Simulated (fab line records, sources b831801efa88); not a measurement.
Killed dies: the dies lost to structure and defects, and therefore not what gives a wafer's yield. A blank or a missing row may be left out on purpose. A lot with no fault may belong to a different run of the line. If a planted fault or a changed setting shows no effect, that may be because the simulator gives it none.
fab line records	flow sky130	part 1 of 2: steps 1 to 31 of 39
record lots=5	wafers=15	last-day=50
route steps=708 shown LOCAL_INTERCONNECT@387 CONTACT@406
lots with no fault: from the same line, run without faults
start-h: hours from the record's opening day to when the first of the lot's shown wafers began	wait-h: hours from the lot's prior step to this one	" identical to the entry in the row above	L1.1+2: one row covering several wafers at once	- either no value or no given start	* or withheld: withheld	< > ~ a bound
route shown NAME@n: a module of which the file shows steps, and the number in the route of the first	usual: average and standard deviation across the fault-free wafers	same: alike in all rows	chamber/n: place in a boat	sites: each site's reading	_std_site: the standard deviation of these	_edge_site: mean of outer sites minus mean of inner sites	radius-mm: how far each site lies from the wafer's centre	mask NAME#n: copy n	behind: the tool/chamber that last shaped the wafer	hold: what put the lot on hold/how long, in hours/how the hold closed	device: whichever transistor did not switch (one of n, p or np)	end of line: the tests these same wafers got at the end of their route	a step without rows: its recipe alone	killed: dies lost to structure and defects at the first sort, not the wafer's yield	map: the dies of a wafer, with x for killed, . for not killed, _ for no die there
set.NAME: the run value of the setting; set.NAME@STEP: its run value at that earlier step	model.NAME: the simulator's own value behind a step, which no gauge read
lots seen at some steps along the route; tables by step, rows by wafer
services: a tool's chamber out of use, with start hour (start-h, from the record's first day; less than 0 if before it), hours out, and reason
## steps
# step SKY_LOCAL_INTERCONNECT_SPUTTER_00
# recipe material=TiN	target-thk-nm=100	temp-c=300	power-w=6500	time-s=83.3	chamber-pressure-pa=0.4
# usual throttle-valve-pct=30.2/1.3
lot.wafer	tool	chamber	start-h	wait-h	throttle-valve-pct
L077.2	pvd-sputter-02	-	722.37	0.1	28.6
L077.4	"	-	"	"	29.7
L077.5	"	-	"	"	29.2
L080.3	pvd-sputter-04	-	729.06	0.1	30.1
L080.5	"	-	"	"	32.4
L080.6	"	-	"	"	30.5
L081.2	pvd-sputter-04	-	734.56	0.1	30.2
L081.3	"	-	"	"	31.4
L081.6	"	-	"	"	28.3
L092.2	pvd-sputter-04	-	825.94	0.2	31.2
L092.3	"	-	"	"	28.7
L092.4	"	-	"	"	30.2
L094.1	pvd-sputter-04	-	841.06	0.2	28.4
L094.2	"	-	"	"	30.5
L094.4	"	-	"	"	31.2
# step SKY_LOCAL_INTERCONNECT_RS_MEAS_01
# recipe thk-meas-gauge=four-point-probe	reads=TiN_of_LOCAL_INTERCONNECT_SPUTTER_00
# usual LOCAL_INTERCONNECT_TIN_RS=14.19/0.13
lot.wafer	tool	chamber	start-h	wait-h	LOCAL_INTERCONNECT_TIN_RS[ohm/sq]
L077.2	film-metro-02	-	722.46	0.1	14.14
L077.4	"	-	"	"	14.23
L077.5	"	-	"	"	14.24
L080.3	film-metro-01	-	729.16	0.1	14.16
L080.5	"	-	"	"	14.21
L080.6	"	-	"	"	14.20
L081.2	film-metro-01	-	734.65	0.1	14.32
L081.3	"	-	"	"	14.27
L081.6	"	-	"	"	14.37
L092.2	film-metro-04	-	826.03	0.1	14.18
L092.3	"	-	"	"	14.16
L092.4	"	-	"	"	14.10
L094.1	film-metro-01	-	841.12	0.0	13.88
L094.2	"	-	"	"	13.92
L094.4	"	-	"	"	13.83
# step SKY_LOCAL_INTERCONNECT_THK_MEAS_02
# recipe thk-meas-gauge=xrf	reads=TiN_of_LOCAL_INTERCONNECT_SPUTTER_00
# usual LOCAL_INTERCONNECT_TIN_THK=100.9/0.87
lot.wafer	tool	chamber	start-h	wait-h	LOCAL_INTERCONNECT_TIN_THK[nm]
L077.2	film-metro-02	-	722.57	0.1	101.4
L077.4	"	-	"	"	100.4
L077.5	"	-	"	"	100.6
L080.3	film-metro-01	-	729.26	0.1	101.0
L080.5	"	-	"	"	100.7
L080.6	"	-	"	"	101.0
L081.2	film-metro-01	-	734.76	0.1	100.1
L081.3	"	-	"	"	100.9
L081.6	"	-	"	"	99.4
L092.2	film-metro-04	-	826.14	0.1	101.1
L092.3	"	-	"	"	101.0
L092.4	"	-	"	"	101.7
L094.1	film-metro-01	-	841.24	0.1	102.9
L094.2	"	-	"	"	102.8
L094.4	"	-	"	"	103.4
# step SKY_LOCAL_INTERCONNECT_DEHYDRATE_03
# recipe temp-c=200	time-s=60
lot.wafer	tool	chamber	start-h	wait-h
L077.2+4+5	litho-track-04	0	735.18	12.6
L080.3+5+6	litho-track-01	0	742.40	13.1
L081.2+3+6	litho-track-04	0	747.88	13.1
L092.2+3+4	litho-track-02	0	838.26	12.1
L094.1+2+4	litho-track-04	0	853.81	12.6
# step SKY_LOCAL_INTERCONNECT_HMDS_04
# recipe prime-time-s=60	prime-temp-c=120
# same prime-time-s=60
lot.wafer	tool	chamber	start-h	wait-h
L077.2+4+5	litho-track-04	0	735.33	0.1
L080.3+5+6	litho-track-01	0	742.55	0.1
L081.2+3+6	litho-track-04	0	748.03	0.1
L092.2+3+4	litho-track-02	0	838.41	0.1
L094.1+2+4	litho-track-04	0	853.96	0.1
# step SKY_LOCAL_INTERCONNECT_COAT_05
# recipe resist=BARC	temp-c=withheld	time-s=withheld	spin-rpm=3000	resist-thk-nm=60
lot.wafer	tool	chamber	start-h	wait-h
L077.2+4+5	litho-track-04	0	735.48	0.1
L080.3+5+6	litho-track-01	0	742.70	0.1
L081.2+3+6	litho-track-04	0	748.18	0.1
L092.2+3+4	litho-track-02	0	838.56	0.1
L094.1+2+4	litho-track-04	0	854.11	0.1
# step SKY_LOCAL_INTERCONNECT_COAT_06
# recipe resist=KrF-thick	spin-rpm=3000	resist-thk-nm=450
lot.wafer	tool	chamber	start-h	wait-h
L077.2+4+5	litho-track-04	0	-	-
L080.3+5+6	litho-track-01	0	-	-
L081.2+3+6	litho-track-04	0	-	-
L092.2+3+4	litho-track-02	0	-	-
L094.1+2+4	litho-track-04	0	-	-
# step SKY_LOCAL_INTERCONNECT_SOFTBAKE_07
# recipe temp-c=100	time-s=90	resist=KrF-thick
lot.wafer	tool	chamber	start-h	wait-h
L077.2+4+5	litho-track-04	0	-	-
L080.3+5+6	litho-track-01	0	-	-
L081.2+3+6	litho-track-04	0	-	-
L092.2+3+4	litho-track-02	0	-	-
L094.1+2+4	litho-track-04	0	-	-
# step SKY_LOCAL_INTERCONNECT_EXPOSE_08
# recipe mask-id=LI1M	na=0.8	source-shape=annular	sigma-inner=0.55	sigma-outer=0.85	target-cd-nm=170	dose-mj=28
lot.wafer	tool	chamber	start-h	wait-h	mask
L077.2+4+5	krf-scanner-02	0	-	-	LI1M#0
L080.3+5+6	krf-scanner-01	0	-	-	LI1M#0
L081.2+3+6	krf-scanner-02	0	-	-	LI1M#0
L092.2+3+4	krf-scanner-01	0	-	-	LI1M#0
L094.1+2+4	krf-scanner-02	0	-	-	LI1M#0
# step SKY_LOCAL_INTERCONNECT_PEB_09
# recipe peb-temp-c=withheld	peb-time-s=withheld	resist=KrF-thick
lot.wafer	tool	chamber	start-h	wait-h
L077.2+4+5	litho-track-04	0	-	-
L080.3+5+6	litho-track-02	0	-	-
L081.2+3+6	litho-track-01	0	-	-
L092.2+3+4	litho-track-02	0	-	-
L094.1+2+4	litho-track-01	0	-	-
# step SKY_LOCAL_INTERCONNECT_DEVELOP_10
# recipe develop-time-s=60	resist=KrF-thick	dev-temp-c=21
lot.wafer	tool	chamber	start-h	wait-h
L077.2+4+5	litho-track-04	0	-	-
L080.3+5+6	litho-track-02	0	-	-
L081.2+3+6	litho-track-01	0	-	-
L092.2+3+4	litho-track-02	0	-	-
L094.1+2+4	litho-track-01	0	-	-
# step SKY_LOCAL_INTERCONNECT_CD_MEAS_11
# recipe target-cd-nm=170
# usual cd-nm=169.9/1.8
lot.wafer	tool	chamber	start-h	wait-h	cd-nm
L077.2	cd-sem-01	-	750.03	-	174.1
L077.4	"	-	"	"	172.5
L077.5	"	-	"	"	171.6
L080.3	cd-sem-01	-	756.33	-	168.5
L080.5	"	-	"	"	169.2
L080.6	"	-	"	"	168.3
L081.2	cd-sem-02	-	761.98	-	169.9
L081.3	"	-	"	"	169.9
L081.6	"	-	"	"	168.5
L092.2	cd-sem-01	-	852.46	-	171.7
L092.3	"	-	"	"	172.5
L092.4	"	-	"	"	172.1
L094.1	cd-sem-01	-	866.86	-	171.3
L094.2	"	-	"	"	170.3
L094.4	"	-	"	"	172.0
# step SKY_LOCAL_INTERCONNECT_OVL_MEAS_12
# usual LOCAL_INTERCONNECT_OVL=-3/5.8
lot.wafer	tool	chamber	start-h	wait-h	LOCAL_INTERCONNECT_OVL[nm]
L077.2	overlay-02	-	750.13	0.1	-5
L077.4	"	-	"	"	-1
L077.5	"	-	"	"	-6
L080.3	overlay-02	-	756.42	0.1	-14
L080.5	"	-	"	"	2
L080.6	"	-	"	"	-4
L081.2	overlay-02	-	762.08	0.1	2
L081.3	"	-	"	"	3
L081.6	"	-	"	"	10
L092.2	overlay-01	-	852.56	0.1	3
L092.3	"	-	"	"	-5
L092.4	"	-	"	"	9
L094.1	overlay-01	-	866.98	0.1	-2
L094.2	"	-	"	"	0
L094.4	"	-	"	"	15
# step SKY_LOCAL_INTERCONNECT_ETCH_13
# recipe chemistry=N2/H2	target=BARC	ion-energy-ev=200	bias-w=100	pressure-mtorr=30	n2-flow-sccm=100	h2-flow-sccm=200	icp-w=500	stop-on=SiO2	time-s=45.9	target-depth-a=600
# usual bias-w=99.97/0.27	drypump-motor-current-A=6.18/0.19	oes-product-au=0.855/0.0042	throttle-valve-pct=13.225/0.009
lot.wafer	tool	chamber	start-h	wait-h	bias-w	drypump-motor-current-A	oes-product-au	rf-hours-counter-h	throttle-valve-pct
L077.2	rie-metal-02	1	750.18	0.0	99.89	6.24	0.853	-	13.219
L077.4	"	1	"	"	100.03	6.24	0.854	-	13.234
L077.5	"	1	"	"	99.64	6.23	0.858	-	13.222
L080.3	rie-metal-03	1	756.46	0.0	100.44	6.18	0.851	-	13.221
L080.5	"	1	"	"	100.33	6.18	0.859	-	13.225
L080.6	"	0	"	"	100.36	6.11	0.850	-	13.227
L081.2	rie-metal-02	1	762.13	0.0	100.12	6.23	0.854	-	13.229
L081.3	"	1	"	"	100.03	6.26	0.846	-	13.218
L081.6	"	1	"	"	100.50	6.22	0.855	-	13.243
L092.2	rie-metal-03	0	852.59	0.0	99.59	6.14	0.859	5	13.231
L092.3	"	0	"	"	99.98	6.13	0.854	-	13.234
L092.4	"	1	"	"	99.97	6.18	0.861	-	13.226
L094.1	rie-metal-02	0	867.01	0.0	99.87	5.75	0.858	4	13.212
L094.2	"	1	"	"	100.45	6.23	0.856	2	13.223
L094.4	"	0	"	"	99.66	5.73	0.858	-	13.214
# step SKY_LOCAL_INTERCONNECT_METAL_ETCH_14
# recipe target-depth-nm=110	stop-on=PSG	chemistry=Cl2/BCl3	target=TiN	resist-sidewall-deg=88	pressure-mtorr=10	icp-w=900	bias-w=48.5	Cl2_flow_sccm=60	bcl3-flow-sccm=30	time-s=31.4
# usual bias-w=48.51/0.16	drypump-motor-current-A=6.17/0.19	oes-product-au=0.939/0.0064	throttle-valve-pct=21.904/0.0089
lot.wafer	tool	chamber	start-h	wait-h	bias-w	drypump-motor-current-A	oes-product-au	rf-hours-counter-h	throttle-valve-pct
L077.2	rie-metal-02	1	750.31	0.1	48.27	6.22	0.949	-	21.917
L077.4	"	1	"	"	48.51	6.22	0.942	-	21.909
L077.5	"	1	"	"	48.37	6.23	0.938	-	21.890
L080.3	rie-metal-03	1	756.52	0.0	48.58	6.15	0.938	-	21.900
L080.5	"	1	"	"	48.31	6.11	0.942	-	21.884
L080.6	"	0	"	"	48.30	6.11	0.940	-	21.900
L081.2	rie-metal-02	1	762.25	0.1	48.40	6.23	0.942	-	21.909
L081.3	"	1	"	"	48.19	6.24	0.935	-	21.904
L081.6	"	1	"	"	48.35	6.24	0.939	-	21.906
L092.2	rie-metal-03	0	852.68	0.1	48.41	6.13	0.941	5	21.906
L092.3	"	0	"	"	48.58	6.12	0.945	-	21.916
L092.4	"	1	"	"	48.38	6.20	0.936	-	21.907
L094.1	rie-metal-02	0	867.08	0.0	48.53	5.68	0.949	4	21.899
L094.2	"	1	"	"	48.31	6.23	0.950	2	21.903
L094.4	"	0	"	"	48.61	5.73	0.957	-	21.884
# step SKY_LOCAL_INTERCONNECT_STRIP_15
# recipe chemistry=O2/N2	power-w=1400	pressure-mtorr=1500	platen-temp-c=withheld	o2-flow-sccm=3000	n2-flow-sccm=300	overash-fraction=0.5
# usual drypump-motor-current-A=5.7/0.55	oes-product-au=0.427/0.0046	strip-time-to-endpoint-s=4.733/0.026
# same overash-fraction=0.5
lot.wafer	tool	chamber	start-h	wait-h	drypump-motor-current-A	oes-product-au	rf-hours-counter-h	strip-time-to-endpoint-s
L077.2	plasma-asher-02	0	750.39	0.1	6.0	0.426	32	4.727
L077.4	"	0	"	"	6.0	0.426	-	4.719
L077.5	"	0	"	"	6.0	0.426	-	4.704
L080.3	plasma-asher-02	1	756.59	0.1	5.1	0.432	-	4.712
L080.5	"	0	"	"	6.1	0.427	-	4.716
L080.6	"	1	"	"	5.1	0.426	-	4.707
L081.2	plasma-asher-03	0	762.34	0.1	5.2	0.422	62	4.717
L081.3	"	1	"	"	6.6	0.428	-	4.707
L081.6	"	1	"	"	6.5	0.427	-	4.737
L092.2	plasma-asher-04	1	852.75	0.0	5.2	0.428	105	4.742
L092.3	"	0	"	"	6.1	0.431	-	4.741
L092.4	"	1	"	"	5.1	0.416	-	4.738
L094.1	plasma-asher-04	0	867.13	0.0	6.1	0.428	107	4.748
L094.2	"	1	"	"	5.1	0.422	107	4.755
L094.4	"	0	"	"	6.2	0.417	-	4.731
# step SKY_LOCAL_INTERCONNECT_STRIP_16
# recipe chemistry=post-etch-residue-remover	time-s=1200	temp-c=72.5
# usual bath-guard-temp-C=72.6/0.52
lot.wafer	tool	chamber	start-h	wait-h	bath-guard-temp-C
L077.2	wet-bench-03	3	750.49	0.1	72.5
L077.4	"	3	"	"	72.5
L077.5	"	3	"	"	72.4
L080.3	wet-bench-03	0	756.66	0.0	72.5
L080.5	"	0	"	"	72.0
L080.6	"	0	"	"	72.5
L081.2	wet-bench-03	1	762.44	0.1	71.9
L081.3	"	1	"	"	71.6
L081.6	"	1	"	"	71.3
L092.2	wet-bench-01	2	852.85	0.1	72.9
L092.3	"	2	"	"	72.8
L092.4	"	2	"	"	72.7
L094.1	wet-bench-04	3	867.23	0.1	73.4
L094.2	"	3	"	"	73.0
L094.4	"	3	"	"	72.6
# step SKY_LOCAL_INTERCONNECT_CLEAN_17
# recipe chemistry=IPA	time-s=180	temp-c=25
lot.wafer	tool	chamber	start-h	wait-h
L077.2+4+5	wet-bench-04	3	750.83	0.0
L080.3+5+6	wet-bench-04	0	757.00	0.0
L081.2+3+6	wet-bench-04	1	762.78	0.0
L092.2+3+4	wet-bench-04	3	853.53	0.0
L094.1+2+4	wet-bench-01	2	867.57	0.0
# step SKY_LOCAL_INTERCONNECT_CLEAN_18
# recipe chemistry=O3/DIW	dry=n2-spin
lot.wafer	tool	chamber	start-h	wait-h
L077.2+4+5	wet-bench-04	0	750.89	0.0
L080.3+5+6	wet-bench-01	1	757.06	0.0
L081.2+3+6	wet-bench-01	3	762.84	0.0
L092.2+3+4	wet-bench-03	2	853.59	0.0
L094.1+2+4	wet-bench-03	3	867.63	0.0
# step SKY_CONTACT_CVD_00
# recipe material=Si3N4	target-thk-nm=75	temp-c=400	time-s=withheld	rf-w=450
# usual heater-power-w=753/120
lot.wafer	tool	chamber	start-h	wait-h	heater-power-w
L077.2	pecvd-02	0	750.98	0.0	762
L077.4	"	1	"	"	672
L077.5	"	0	"	"	746
L080.3	pecvd-01	2	757.15	0.0	759
L080.5	"	2	"	"	775
L080.6	"	0	"	"	737
L081.2	pecvd-02	1	762.93	0.0	779
L081.3	"	0	"	"	654
L081.6	"	1	"	"	791
L092.2	pecvd-01	2	853.68	0.0	819
L092.3	"	1	"	"	886
L092.4	"	2	"	"	821
L094.1	pecvd-04	0	867.72	0.0	962
L094.2	"	1	"	"	636
L094.4	"	2	"	"	708
# step SKY_CONTACT_THK_MEAS_01
# recipe reads=Si3N4_of_CONTACT_CVD_00
# usual CONTACT_CVD_00_THK=75.0/0.97
lot.wafer	tool	chamber	start-h	wait-h	CONTACT_CVD_00_THK[nm]
L077.2	film-metro-01	-	751.04	-	73.4
L077.4	"	-	"	"	76.1
L077.5	"	-	"	"	75.3
L080.3	film-metro-04	-	757.20	-	74.6
L080.5	"	-	"	"	76.5
L080.6	"	-	"	"	76.6
L081.2	film-metro-03	-	762.97	-	74.0
L081.3	"	-	"	"	75.1
L081.6	"	-	"	"	76.2
L092.2	film-metro-03	-	853.72	-	73.7
L092.3	"	-	"	"	73.9
L092.4	"	-	"	"	75.1
L094.1	film-metro-01	-	867.76	-	74.3
L094.2	"	-	"	"	75.1
L094.4	"	-	"	"	76.1
# step SKY_CONTACT_HDPCVD_02
# recipe material=SiO2	target-thk-nm=565	sigma-open-frac=0.3	time-s=94.2	temp-c=600	sih4-flow-sccm=60	pressure-mtorr=6
# usual sih4-flow-sccm=60.00/0.18
lot.wafer	tool	chamber	start-h	wait-h	sih4-flow-sccm
L077.2	hdpcvd-02	1	751.09	0.0	59.88
L077.4	"	0	"	"	60.04
L077.5	"	2	"	"	59.84
L080.3	hdpcvd-01	1	757.24	0.0	59.99
L080.5	"	0	"	"	59.93
L080.6	"	2	"	"	60.52
L081.2	hdpcvd-02	2	763.02	0.0	59.91
L081.3	"	0	"	"	59.81
L081.6	"	0	"	"	60.09
L092.2	hdpcvd-02	1	853.77	0.0	60.09
L092.3	"	0	"	"	59.64
L092.4	"	0	"	"	59.96
L094.1	hdpcvd-02	1	867.82	0.1	60.05
L094.2	"	2	"	"	59.94
L094.4	"	2	"	"	59.97
# step SKY_CONTACT_THK_MEAS_03
# recipe reads=SiO2_of_CONTACT_HDPCVD_02
# usual CONTACT_HDPCVD_THK=569/5.4
lot.wafer	tool	chamber	start-h	wait-h	CONTACT_HDPCVD_THK[nm]
L077.2	film-metro-03	-	751.17	0.0	572
L077.4	"	-	"	"	572
L077.5	"	-	"	"	570
L080.3	film-metro-01	-	757.33	0.1	571
L080.5	"	-	"	"	578
L080.6	"	-	"	"	573
L081.2	film-metro-03	-	763.10	0.0	567
L081.3	"	-	"	"	571
L081.6	"	-	"	"	571
L092.2	film-metro-01	-	853.85	0.0	566
L092.3	"	-	"	"	565
L092.4	"	-	"	"	573
L094.1	film-metro-04	-	867.89	0.0	568
L094.2	"	-	"	"	575
L094.4	"	-	"	"	568
# step SKY_CONTACT_CMP_04
# recipe material=SiO2	down-force-psi=4	platen-rpm=60	pad-velocity-m-s=0.94248
# usual head-pressure-psi=3.999/0.0094	motor-current-A=11.9/1	slurry-filter-dp-kPa=13.50/0.13	time-to-endpoint-s=85/3.5
lot.wafer	tool	chamber	start-h	wait-h	head-pressure-psi	motor-current-A	slurry-filter-dp-kPa	time-to-endpoint-s
L077.2	cmp-02	3	751.22	0.0	4.017	11.2	13.61	87
L077.4	"	1	"	"	4.001	12.9	13.48	87
L077.5	"	0	"	"	4.001	12.0	13.64	85
L080.3	cmp-01	3	757.47	0.1	3.982	10.4	13.61	82
L080.5	"	1	"	"	3.999	13.5	13.56	84
L080.6	"	2	"	"	3.990	11.0	13.72	84
L081.2	cmp-02	3	763.15	0.0	4.005	10.8	13.40	82
L081.3	"	2	"	"	4.022	11.4	13.58	85
L081.6	"	0	"	"	3.992	12.0	13.46	88
L092.4	cmp-02	3	853.90	0.0	4.010	11.0	13.44	85
L092.2	"	0	"	"	3.994	12.8	13.49	87
L092.3	"	1	"	"	4.014	13.8	13.42	84
L094.2	cmp-02	2	868.00	0.1	4.015	11.8	13.48	85
L094.1	"	3	"	"	4.002	11.0	13.53	86
L094.4	"	0	"	"	4.010	12.8	13.49	89
# step SKY_CONTACT_BOW_MEAS_05
# recipe mode=bow
# usual CONTACT_BOW=81/6.1
lot.wafer	tool	chamber	start-h	wait-h	CONTACT_BOW[um]
L077.2	film-metro-04	-	751.54	0.3	81
L077.4	"	-	"	"	72
L077.5	"	-	"	"	99
L080.3	film-metro-03	-	757.71	0.2	76
L080.5	"	-	"	"	85
L080.6	"	-	"	"	80
L081.2	film-metro-04	-	763.47	0.3	80
L081.3	"	-	"	"	66
L081.6	"	-	"	"	76
L092.2	film-metro-03	-	854.22	0.2	81
L092.3	"	-	"	"	76
L092.4	"	-	"	"	79
L094.1	film-metro-03	-	868.25	0.1	85
L094.2	"	-	"	"	95
L094.4	"	-	"	"	85
# step SKY_CONTACT_DEHYDRATE_06
# recipe temp-c=200	time-s=60
lot.wafer	tool	chamber	start-h	wait-h
L077.2+4+5	litho-track-01	0	763.53	12.0
L080.3+5+6	litho-track-01	0	770.56	12.8
L081.2+3+6	litho-track-03	0	776.35	12.9
L092.2+3+4	litho-track-02	0	866.31	12.1
L094.1+2+4	litho-track-01	0	881.46	13.2
# step SKY_CONTACT_HMDS_07
# recipe prime-time-s=60	prime-temp-c=120
# same prime-time-s=60
lot.wafer	tool	chamber	start-h	wait-h
L077.2+4+5	litho-track-01	0	763.68	0.1
L080.3+5+6	litho-track-01	0	770.71	0.1
L081.2+3+6	litho-track-03	0	776.50	0.1
L092.2+3+4	litho-track-02	0	866.46	0.1
L094.1+2+4	litho-track-01	0	881.61	0.1
# step SKY_CONTACT_COAT_08
# recipe resist=BARC	temp-c=withheld	time-s=withheld	spin-rpm=3000	resist-thk-nm=60
lot.wafer	tool	chamber	start-h	wait-h
L077.2+4+5	litho-track-01	0	763.83	0.1
L080.3+5+6	litho-track-01	0	770.86	0.1
L081.2+3+6	litho-track-03	0	776.65	0.1
L092.2+3+4	litho-track-02	0	866.61	0.1
L094.1+2+4	litho-track-01	0	881.76	0.1
# step SKY_CONTACT_COAT_09
# recipe resist=KrF-thick	spin-rpm=3000	resist-thk-nm=450
lot.wafer	tool	chamber	start-h	wait-h
L077.2+4+5	litho-track-01	0	-	-
L080.3+5+6	litho-track-01	0	-	-
L081.2+3+6	litho-track-03	0	-	-
L092.2+3+4	litho-track-02	0	-	-
L094.1+2+4	litho-track-01	0	-	-
# step SKY_CONTACT_SOFTBAKE_10
# recipe temp-c=100	time-s=90	resist=KrF-thick
lot.wafer	tool	chamber	start-h	wait-h
L077.2+4+5	litho-track-01	0	-	-
L080.3+5+6	litho-track-01	0	-	-
L081.2+3+6	litho-track-03	0	-	-
L092.2+3+4	litho-track-02	0	-	-
L094.1+2+4	litho-track-01	0	-	-
# step SKY_CONTACT_EXPOSE_11
# recipe mask-id=CTM1	na=0.8	source-shape=annular	sigma-inner=0.55	sigma-outer=0.85	target-cd-nm=170	dose-mj=38
lot.wafer	tool	chamber	start-h	wait-h	mask
L077.2+4+5	krf-scanner-02	0	-	-	CTM1#0
L080.3+5+6	krf-scanner-02	0	-	-	CTM1#0
L081.2+3+6	krf-scanner-01	0	-	-	CTM1#0
L092.2+3+4	krf-scanner-02	0	-	-	CTM1#0
L094.1+2+4	krf-scanner-02	0	-	-	CTM1#0
